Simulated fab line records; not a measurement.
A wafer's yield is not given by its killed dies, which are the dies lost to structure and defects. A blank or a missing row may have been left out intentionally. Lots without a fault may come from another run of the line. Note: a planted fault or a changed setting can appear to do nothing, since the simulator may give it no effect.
Which of the tools did it? + flow gf180mcu + 13 lots, 39 wafers sampled, at 4 steps of a route of 602

## WHAT THE GAUGES READ, wafer by wafer
GF_M5_CD_MEAS_07: the cd target is 280 nm.
| lot  | measured     | on        | cd nm (nm)        |
|------|--------------|-----------|-------------------|
| L251 | day 26 05:10 | cd sem-01 | 278.6 279.0 279.4 |
| L254 | day 27 03:56 | cd sem-02 | 277.7 279.1 278.9 |
| L255 | day 27 14:37 | cd sem-01 | 280.3 280.9 279.5 |
| L257 | day 28 03:26 | cd sem-02 | 277.3 279.7 278.6 |
| L258 | day 28 11:38 | cd sem-01 | 280.1 279.3 280.5 |
| L259 | day 28 23:40 | cd sem-02 | 280.3 280.5 280.0 |
| L260 | day 29 06:58 | cd sem-02 | 279.1 279.8 280.5 |
| L261 | day 29 10:58 | cd sem-01 | 278.4 278.9 277.8 |
| L262 | day 29 19:20 | cd sem-01 | 279.3 279.6 280.2 |
| L266 | day 30 15:36 | cd sem-02 | 277.8 279.5 279.9 |
| L267 | day 31 01:37 | cd sem-02 | 279.9 278.6 278.9 |
| L270 | day 31 19:02 | cd sem-01 | 277.3 278.4 278.8 |
| L272 | day 32 07:04 | cd sem-02 | 281.9 280.7 280.0 |

GF_V5_CD_MEAS_14: the cd target is 260 nm.
| lot  | measured     | on        | cd nm (nm)        |
|------|--------------|-----------|-------------------|
| L251 | day 27 02:52 | cd sem-02 | 258.9 260.1 258.9 |
| L254 | day 28 01:12 | cd sem-01 | 261.2 262.5 263.4 |
| L255 | day 28 11:28 | cd sem-01 | 261.8 261.0 260.4 |
| L257 | day 28 23:50 | cd sem-02 | 260.3 260.5 261.0 |
| L258 | day 29 07:41 | cd sem-02 | 260.0 260.0 257.7 |
| L259 | day 29 20:10 | cd sem-02 | 258.5 257.6 258.1 |
| L260 | day 30 02:49 | cd sem-02 | 260.1 260.1 261.3 |
| L261 | day 30 06:43 | cd sem-02 | 261.6 261.4 261.1 |
| L262 | day 30 15:10 | cd sem-02 | 262.7 260.2 259.5 |
| L266 | day 31 11:05 | cd sem-02 | 261.7 260.0 259.1 |
| L267 | day 31 20:47 | cd sem-01 | 253.7 252.4 252.1 |
| L270 | day 32 14:37 | cd sem-01 | 252.3 252.8 253.4 |
| L272 | day 33 00:49 | cd sem-02 | 259.1 259.4 259.1 |

GF_V5_OVL_MEAS_15.
| lot  | measured     | on         | V5_OVL (nm) |
|------|--------------|------------|-------------|
| L251 | day 27 02:58 | overlay-02 | 8 7 2       |
| L254 | day 28 01:19 | overlay-02 | -2 -12 -2   |
| L255 | day 28 11:33 | overlay-02 | 8 -1 7      |
| L257 | day 28 23:56 | overlay-02 | 4 1 -4      |
| L258 | day 29 07:48 | overlay-02 | -2 -7 -2    |
| L259 | day 29 20:15 | overlay-01 | 2 -9 -3     |
| L260 | day 30 02:56 | overlay-01 | 1 6 4       |
| L261 | day 30 06:48 | overlay-02 | 6 9 9       |
| L262 | day 30 15:17 | overlay-01 | 6 5 5       |
| L266 | day 31 11:12 | overlay-01 | -11 -9 -9   |
| L267 | day 31 20:55 | overlay-02 | 4 5 5       |
| L270 | day 32 14:43 | overlay-01 | -8 -6 -9    |
| L272 | day 33 00:56 | overlay-02 | -11 0 -3    |

## WHICH TOOL RAN EACH LOT (tool, then ch and the chambers of the sampled wafers, then the start)
| lot  | GF_V5_SOFTBAKE_10                 |
|------|-----------------------------------|
| L251 | litho track-01 ch 0, day 26 16:00 |
| L254 | litho track-02 ch 0, day 27 15:00 |
| L255 | litho track-01 ch 0, day 28 02:00 |
| L257 | litho track-01 ch 0, day 28 14:00 |
| L258 | litho track-02 ch 0, day 28 22:00 |
| L259 | litho track-01 ch 0, day 29 10:00 |
| L260 | litho track-01 ch 0, day 29 17:00 |
| L261 | litho track-02 ch 0, day 29 21:00 |
| L262 | litho track-02 ch 0, day 30 06:00 |
| L266 | litho track-01 ch 0, day 31 02:00 |
| L267 | litho track-02 ch 0, day 31 11:00 |
| L270 | litho track-02 ch 0, day 32 05:00 |
| L272 | litho track-01 ch 0, day 32 17:00 |
- GF_V5_SOFTBAKE_10: time 60 s.

## AS READ BY THE TOOLS THEMSELVES (means over the sampled wafers that have a number; for cases with no such wafer, the mark the record gives instead)
GF_V5_SOFTBAKE_10.
| lot  | tool           | heater power total W (W) | plate temp C (C) |
|------|----------------|--------------------------|------------------|
| L251 | litho track-01 | 93.07                    | 129.85           |
| L254 | litho track-02 | 93.10                    | 129.81           |
| L255 | litho track-01 | 93.05                    | 129.99           |
| L257 | litho track-01 | 93.01                    | 129.95           |
| L258 | litho track-02 | 93.03                    | 130.15           |
| L259 | litho track-01 | 93.03                    | 129.97           |
| L260 | litho track-01 | 93.02                    | 130.01           |
| L261 | litho track-02 | 93.06                    | 129.97           |
| L262 | litho track-02 | 93.02                    | 129.90           |
| L266 | litho track-01 | 93.01                    | 130.06           |
| L267 | litho track-02 | 89.61                    | 126.27           |
| L270 | litho track-02 | 89.59                    | 126.23           |
| L272 | litho track-01 | 93.01                    | 130.06           |

## THE ANSWER, worked out from the rows above alone
Rule: the usual values come from the lots themselves. Put in order of their means at a reading, lots are off if they are a third of the lots or fewer, leave a main group of 4 or more, and stand apart from it by a gap of 3 or more times the standard deviation of the main group's means; of several such gaps the widest counts. Not used: any main group whose means are identical at the precision the tables above print for the reading. Also off: a lot with no number at a reading for which 4 or more lots have one. All remaining lots with rows at the step are treated as sound. The gauges are gone through in route order, then the tools' own readings, and for those a lot's mean is taken as printed above. The first step at which some lot is off is used, and at that step the reading that is off furthest; a lot without a number counts as furthest.
Off, at GF_V5_CD_MEAS_14 on cd nm: L267, L270. The main group: mean 260.3 nm, standard deviation 1.2.
If a tool, at a process step before that reading, ran all the lots that are off and no sound lot after the first of them, it fits. Not tried: the gauges at GF_V5_CD_MEAS_14; whatever is off there is also off at GF_V5_SOFTBAKE_10, on other tools, and gauge error can't account for it. One fits: litho track-02 at GF_V5_SOFTBAKE_10. A fault onset in the window from L262 (day 30 06:00, its last sound lot) to L267 (day 31 11:00, its first lot off) fits.
The tool's own readings at GF_V5_SOFTBAKE_10 bear it out: on the lots that are off they differ by more than 5 times the standard deviation of the sound lots' means. heater power total W reads 89.60 W there against 93.04 W on the sound lots; plate temp C reads 126.25 C there against 129.97 C on the sound lots.

## WHAT THE SIMULATOR HAD PUT IN
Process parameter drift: litho track-02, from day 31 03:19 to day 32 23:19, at GF_V5_SOFTBAKE_10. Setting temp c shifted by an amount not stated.
Struck lots among those shown: L267, L270. Same finding as the rule above.
